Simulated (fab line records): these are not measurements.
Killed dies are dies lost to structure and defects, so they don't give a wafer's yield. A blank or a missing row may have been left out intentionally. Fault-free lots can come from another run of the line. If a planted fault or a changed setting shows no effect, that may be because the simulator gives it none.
Chamber matching	flow gf180mcu	hdpcvd-01 running GF_V3_CVD_00: 3 sister chambers
The step deposits SiO2, target thk 600 nm, time 100 s. 14 wafers are shown with their chamber, then 6 later ones without.

== WAFERS WITH THEIR CHAMBER ==
wafer	chamber	sih4FlowSccm (sccm)
L805.1	2	60.07
L805.3	0	59.84
L805.5	2	60.24
L808.1	1	60.04
L808.2	2	59.97
L808.3	0	60.12
L810.1	1	60.10
L810.3	0	59.93
L810.4	1	60.01
L811.3	2	59.85
L811.4	0	59.98
L811.5	2	59.87
L814.5	0	59.89
L814.6	1	60.20

SIGNATURES (averages over the wafers above)
reading	chamber 0	chamber 1	chamber 2	scatter within a chamber
sih4FlowSccm	59.9520	60.0875	60.0000	0.124
Rule: a wafer's distance from a chamber is the root of the sum, over the readings, of the square of ((its reading less the chamber's mean) divided by the reading's scatter). The wafer belongs to the nearest chamber; if the next one is less than 2 further off, it can't be placed. How the scatter is found: for the shown wafers, subtract from each reading the mean of its chamber, square and add these, divide the total by (wafers less chambers), then take the root.

== WAFERS WHOSE CHAMBER IS MISSING ==
wafer	sih4FlowSccm (sccm)
L826.3	59.91
L826.5	60.24
L826.6	59.99
L827.2	60.06
L827.3	59.87
L827.4	59.93

== THE CHAMBER EACH PASSED THROUGH ==
wafer	from the rows above	in truth
L826.3	can't be placed: 0 or 2 or 1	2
L826.5	can't be placed: 1 or 2 or 0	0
L826.6	can't be placed: 2 or 0 or 1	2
L827.2	can't be placed: 1 or 2 or 0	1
L827.3	can't be placed: 0 or 2 or 1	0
L827.4	can't be placed: 0 or 2 or 1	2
Placed correctly: 0 of 6. Not placeable from these rows: 6 (in 6, the candidates include the true chamber). Wrongly placed: 0.
